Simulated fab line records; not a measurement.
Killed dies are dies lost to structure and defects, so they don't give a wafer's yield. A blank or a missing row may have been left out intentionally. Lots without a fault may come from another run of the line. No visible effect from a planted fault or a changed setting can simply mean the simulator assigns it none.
A struck lot beside a sound one + flow sky130 + 16 steps out of a route of 708
Sound: these wafers, L628.3, L628.4, L628.5. Struck: wafers L631.2, L631.3 (left out: L631.4, a lot-mate that was not struck); the cause follows at the end.
Each step with rows lists, per side, the tool, then ch with its chambers, then its first start. Under that, the readings that differ: sound wafers + struck wafers + difference of the means + sigmas: that difference in standard deviations of wafers without a fault.
alike: same words and numbers on both sides, and readings whose means sit less than 2 such deviations apart. not compared: any withheld reading, any reading some wafer has no value for, any bound like >300 that may hide the same value, and any number with overlapping values for which the record gives no deviation.
A row with sigmas, a row that says differs or no value, or rows on one side alone: a step with any of these is where the two part. Numbers that have no deviation but don't overlap get no sigmas and don't part them. A reading missing from all wafers of one side parts the sides only when that side holds two or more wafers.

first, 1 step without rows for these wafers: SKY_POLY_CUT_DEVELOP_07 (develop time 60 s).
SKY_POLY_CUT_CD_MEAS_08 targets a cd of 270 nm.
  struck on cd_sem-02, day 28 21:35; sound on cd_sem-01, day 27 17:39
  alike: cd_nm
SKY_POLY_CUT_OVL_MEAS_09:
  struck on overlay-02, day 28 21:42; sound on overlay-01, day 27 17:44
  alike: POLY_CUT_OVL
SKY_POLY_CUT_ETCH_10: etches BARC in N2/H2, stops on SiO2, time 45.9 s, target depth 60 nm.
  sound on rie_diel-01 ch 1,3, day 27 17:46; struck on rie_diel-02 ch 1,3, day 28 21:44
  alike: drypump_motor_current_A, oes_product_au, throttle_valve_pct
  not compared: rf_hours_counter_h
SKY_POLY_CUT_ETCH_11: etches Si3N4 in CF4/CH2F2/Ar, stops on poly-Si, time 42.5 s, target depth 60 nm.
  sound on rie_diel-01 ch 1,3, day 27 17:49; struck on rie_diel-02 ch 1,3, day 28 21:46
  alike: drypump_motor_current_A, oes_product_au, throttle_valve_pct
  not compared: rf_hours_counter_h
SKY_POLY_CUT_STRIP_12: strips in O2/N2.
  sound on plasma_asher-03 ch 0,1, day 27 17:53; struck on plasma_asher-03 ch 0,1, day 28 21:49
  alike: drypump_motor_current_A, oes_product_au, strip_time_to_endpoint_s
  not compared: rf_hours_counter_h
then, 6 steps without rows for these wafers: SKY_SD_P_DEHYDRATE_00 (time 60 s); SKY_SD_P_HMDS_01 (prime time 60 s); SKY_SD_P_COAT_02 (resist thk 1140 nm); SKY_SD_P_SOFTBAKE_03 (time 60 s); SKY_SD_P_EXPOSE_04 (exposes mask PSDM, target cd 380 nm); SKY_SD_P_PEB_05.
SKY_SD_P_DEVELOP_06: develop time 60 s.
  sound on litho_track-03 ch 0, day 28 22:31; struck on litho_track-03 ch 0, day 30 00:41
  alike: exhaust_pa
SKY_SD_P_CD_MEAS_07 targets a cd of 380 nm.
  struck on cd_sem-01, day 30 00:50; sound on cd_sem-02, day 28 22:39
| reading    | sound             | struck      | difference | sigmas |
|------------|-------------------|-------------|------------|--------|
| cd_nm (nm) | 374.1 375.4 374.9 | 238.4 239.8 | -135.7     | -54    |
SKY_SD_P_OVL_MEAS_08:
  struck on overlay-01, day 30 00:56; sound on overlay-02, day 28 22:44
  alike: SD_P_OVL
-- here the record skips 19 days between the struck wafers' starts before and after, leaving off in module SD_P and picking up in module PAD_OPEN (first step shown: number 708 of the route) --
SKY_PAD_OPEN_PROBE_99:
  struck on prober-01, day 49 00:04; sound on prober-02, day 48 06:06
  alike: killed_at_M0_to_M3, killed_at_M4_up, killed_at_contacts, killed_at_front_end, killed_at_other, killed_dies, killed_open, killed_short

== WHERE THEY PART ==
Only at SKY_SD_P_CD_MEAS_07, within this record. Later steps at which nothing parts them and some readings are alike: SKY_SD_P_OVL_MEAS_08, SKY_PAD_OPEN_PROBE_99.

WHY: the cause the simulator had injected
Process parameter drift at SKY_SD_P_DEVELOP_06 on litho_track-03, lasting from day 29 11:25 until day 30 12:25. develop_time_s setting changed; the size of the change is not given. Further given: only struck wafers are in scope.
